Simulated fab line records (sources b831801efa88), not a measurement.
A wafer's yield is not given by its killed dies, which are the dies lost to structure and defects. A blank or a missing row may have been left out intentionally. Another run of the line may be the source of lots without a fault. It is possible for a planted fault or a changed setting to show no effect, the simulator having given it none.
Code-filled problem report in 8D (eight disciplines) form | flow sky130 | the parts of the form that need people (team, actions taken, sign-off) are left out

== 1. THE PROBLEM ==
Mean POLY_GATE_TW at SKY_RES_PROTECT_TW_MEAS_08: 3622 over 6 wafers in 2 lots; fault-free wafers: 4017, standard deviation 45. Measured from the usual mean, that is -8.8 standard deviations.
First seen on wafer L684.1, day 23 15:23, on film metro-03. Wafers with a number at this step in the record: 30, from 10 lots. Rule for "out", or "out of limits": more than 4 standard deviations from the usual mean. All remaining wafers that have a number are taken as sound.

== 2. WHAT IT IS, WHAT IT ISN'T ==
question                    | is                           | is not
which readings at this step | POLY_GATE_TW                 | -
which lots                  | L684, L685                   | L665, L668, L669, L673, L674, L675, L676, L677
which wafers of those lots  | all that have a number       | -
read on which gauges        | film metro-02, film metro-03 | film metro-04
when                        | from day 23 15:23            | up to then (24 sound wafers)

== 3. SUSPECTS, AND WHAT RULES EACH OUT ==
Counting: a tool at any process step up to the reading remains a suspect when it ran all the lots that are out and ran no sound lot after the first of those.
- the gauge at SKY_RES_PROTECT_TW_MEAS_08 is ruled out. Those wafers that are out were read across 2 gauges (film metro-02, film metro-03).
- implanter-02 at SKY_POLY_GATE_IMPLANT_02: kept. Every lot that is out went through it, starting with L684 (day 23 15:08), and after that it ran no sound lot; the last sound lot it ran before then is L674 (day 19 13:34). Out on those wafers are its own readings of beam on s, dose ions cm2, end station pressure torr.
Remaining after the count: implanter-02 at SKY_POLY_GATE_IMPLANT_02.

== 4. THE CAUSE (what the simulator had put in) ==
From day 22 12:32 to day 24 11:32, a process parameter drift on implanter-02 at SKY_POLY_GATE_IMPLANT_02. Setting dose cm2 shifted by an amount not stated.
Only this tool survived the counting.

== 5. THE CHAIN OF EFFECTS, in route order ==
Each row: a reading whose mean over the struck wafers that have a number lies more than 3 standard deviations from the usual. Readings are gone through only where the record gives a usual standard deviation; hours: the median, over the lots, of the time from a lot's start at the first step in this table giving one to that lot's start at this step; sigmas: the change measured in usual standard deviations.
hours | step                       | reading                   | usual         | on struck wafers | change     | sigmas
0     | SKY_POLY_GATE_IMPLANT_02   | beam on s                 | 36.5 s        | 12.5             | -24.0      | -24
0     | SKY_POLY_GATE_IMPLANT_02   | dose ions cm2             | 7.702e+15     | 2.701e+15        | -5.001e+15 | -99 or more
0     | SKY_POLY_GATE_IMPLANT_02   | end station pressure torr | 1.05e-05 Torr | 1.42e-05         | +3.65e-06  | +6.3
0     | SKY_RES_PROTECT_STRIP_07   | oes product au            | 0.517 a.u.    | 0.578            | +0.061     | +15
0     | SKY_RES_PROTECT_STRIP_07   | strip time to endpoint s  | 23.28 s       | 19.22            | -4.06      | -99 or more
0     | SKY_RES_PROTECT_TW_MEAS_08 | POLY_GATE_TW              | 4017          | 3622             | -395       | -8.8
The process steps in it:
- SKY_POLY_GATE_IMPLANT_02
- SKY_RES_PROTECT_STRIP_07: strips in O2/N2.
Later measuring or inspecting steps at which every struck wafer that the step has a row for has a number for every such reading, and none has moved that far: SKY_POLY_GATE_THK_MEAS_04.

== 6. HOW IT WOULD HAVE BEEN CAUGHT EARLIER ==
Counted from the fault's start at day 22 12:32, it took 27 hours until the first out-of-limits reading at a measuring or inspecting step in this record, taken at day 23 15:23.
Tool's own readings at SKY_POLY_GATE_IMPLANT_02, beam on s, dose ions cm2, end station pressure torr: out on all struck wafers the step has rows for; an alarm limit on them would have tripped on the first.
Among the 2 lots that are out, L685 began SKY_POLY_GATE_IMPLANT_02 on implanter-02 after day 23 15:23. Putting the tool on hold at that point would have spared it.
